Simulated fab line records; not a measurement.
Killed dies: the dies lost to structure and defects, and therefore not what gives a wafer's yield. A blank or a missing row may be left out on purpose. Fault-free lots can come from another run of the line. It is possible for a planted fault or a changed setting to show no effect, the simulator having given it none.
A struck lot beside a sound one ; flow gf180mcu ; 33 steps out of a route of 602
Sound: wafers L126.2, L126.4, L126.6. Wafers L148.1, L148.5, L148.6 were the ones struck. The cause is named last.
For every step that has rows: the tool of each side, followed by ch and its chambers, followed by its first start. Under that, the readings that differ: sound wafers ; struck wafers ; difference of the means ; sigmas: that difference in standard deviations of wafers without a fault.
alike: words and numbers the same on both sides, and readings whose means are apart by under 2 such deviations; not compared: readings that were withheld, readings missing a value for some wafer, numbers with overlapping values and no deviation given by the record, and bounds like >300 which may hide the same value.
A row with sigmas, a row that says differs or no value, or rows on one side alone: a step with any of these is where the two part. Numbers that don't overlap but have no deviation are shown without sigmas and don't part them. Lack of a reading on every wafer of one side parts them only where that side has two or more wafers.

first, 1 step without rows for these wafers: GF_STI_OXIDATION_21 (stabilise 600 s, purge 300 s, target thk 15 nm).
GF_STI_THK_MEAS_22:
  struck on film-metro-03, day 6 21:11; sound on film-metro-04, day 2 03:39
  alike: STI_OXIDATION_01_THK
then, 1 step without rows for these wafers: GF_STI_CVD_23 (deposits SiO2, target thk 650 nm, time 108.3 s).
GF_STI_THK_MEAS_24:
  struck on film-metro-03, day 6 21:19; sound on film-metro-04, day 2 03:47
  alike: STI_CVD_23_THK
GF_STI_CMP_25: polishes, stops on Si3N4, t overpolish 33 s, target thk 524.6 nm.
  sound on cmp-01 ch 0,2, day 2 03:50; struck on cmp-01 ch 2,3, day 6 21:26
reading;sound;struck;difference;sigmas
time-to-endpoint-s (s);129 127 125;118 119 112;-11;-2
  alike: motor-current-A, overpolish-run-s
then, 4 steps without rows for these wafers: GF_STI_WET_ETCH_26 (etches SiO2 in dHF, target depth 94 nm, time 188 s); GF_STI_WET_ETCH_27 (etches Si3N4 in H3PO4, target depth 160 nm, time 1825 s); GF_STI_WET_ETCH_28 (etches SiO2 in dHF, target depth 20 nm, time 40 s); GF_STI_OXIDATION_29 (stabilise 600 s, purge 300 s, target thk 10 nm).
GF_STI_THK_MEAS_30:
  struck on film-metro-02, day 6 23:40; sound on film-metro-04, day 2 07:34
  alike: STI_OXIDATION_02_THK
then, 2 steps without rows for these wafers: GF_DNWELL_DEHYDRATE_00 (time 60 s); GF_DNWELL_HMDS_01 (prime time 60 s).
GF_DNWELL_COAT_02: resist thk 3000 nm.
  sound on litho-track-01 ch 0, day 2 13:31; struck on litho-track-01 ch 0, day 7 06:38
reading;sound;struck;difference;sigmas
model.coat_of_DNWELL_COAT_02.thk-nm (nm);3009 3008 3013;1270 1269 1270;-1740;
then, 3 steps without rows for these wafers: GF_DNWELL_SOFTBAKE_03; GF_DNWELL_EXPOSE_04 (exposes mask DNWELL, target cd 1700 nm); GF_DNWELL_PEB_05.
GF_DNWELL_DEVELOP_06: develop time 60 s.
  sound: litho-track-01 ch 0; struck: litho-track-01 ch 0
reading;sound;struck;difference;sigmas
model.coat_of_DNWELL_COAT_02.thk-nm (nm);3008 3007 3012;1269 1267 1269;-1741;
then, 1 step without rows for these wafers: GF_DNWELL_IMPLANT_07.
GF_DNWELL_STRIP_08: strips in O2/N2.
  sound on plasma-asher-02 ch 0,1, day 2 19:20; struck on plasma-asher-01 ch 0,1, day 7 14:47
reading;sound;struck;difference;sigmas
strip-time-to-endpoint-s (s);37.06 37.04 37.10;16.71 16.66 16.70;-20.38;-99 or more
  alike: drypump-motor-current-A, heater-power-w, oes-product-au
  not compared: rf-hours-counter-h
GF_DNWELL_TW_MEAS_09:
  struck on film-metro-04, day 7 14:53; sound on film-metro-03, day 2 19:27
  alike: DNWELL_TW
then, 7 steps without rows for these wafers: GF_NWELL_DEHYDRATE_00 (time 60 s); GF_NWELL_HMDS_01 (prime time 60 s); GF_NWELL_COAT_02 (resist thk 3000 nm); GF_NWELL_SOFTBAKE_03; GF_NWELL_EXPOSE_04 (exposes mask Nwell, target cd 860 nm); GF_NWELL_PEB_05; GF_NWELL_DEVELOP_06 (develop time 60 s).
GF_NWELL_OVL_MEAS_07:
  struck on overlay-01, day 8 06:22; sound on overlay-02, day 3 08:11
  alike: NWELL_OVL
then, 2 steps without rows for these wafers: GF_NWELL_IMPLANT_08; GF_NWELL_IMPLANT_09.
GF_NWELL_STRIP_10: strips in O2/N2.
  sound on plasma-asher-03 ch 0,1, day 3 08:31; struck on plasma-asher-04 ch 0,1, day 8 06:41
  alike: drypump-motor-current-A, heater-power-w, oes-product-au, strip-time-to-endpoint-s
  not compared: rf-hours-counter-h
GF_NWELL_TW_MEAS_11:
  struck on film-metro-03, day 8 07:08; sound on film-metro-03, day 3 08:40
reading;sound;struck;difference;sigmas
NWELL_TW;1585 1580 1577;1931 1938 1933;+353;+48
  not compared: hold
GF_PASSIVATION_PROBE_99:
  the record holds rows for the sound wafers here (prober-02, day 29 00:05) but none for the struck ones

WHERE THEY PART
Last at GF_PASSIVATION_PROBE_99 as far as this record goes, first at GF_STI_CMP_25.

WHY: the cause the simulator had injected
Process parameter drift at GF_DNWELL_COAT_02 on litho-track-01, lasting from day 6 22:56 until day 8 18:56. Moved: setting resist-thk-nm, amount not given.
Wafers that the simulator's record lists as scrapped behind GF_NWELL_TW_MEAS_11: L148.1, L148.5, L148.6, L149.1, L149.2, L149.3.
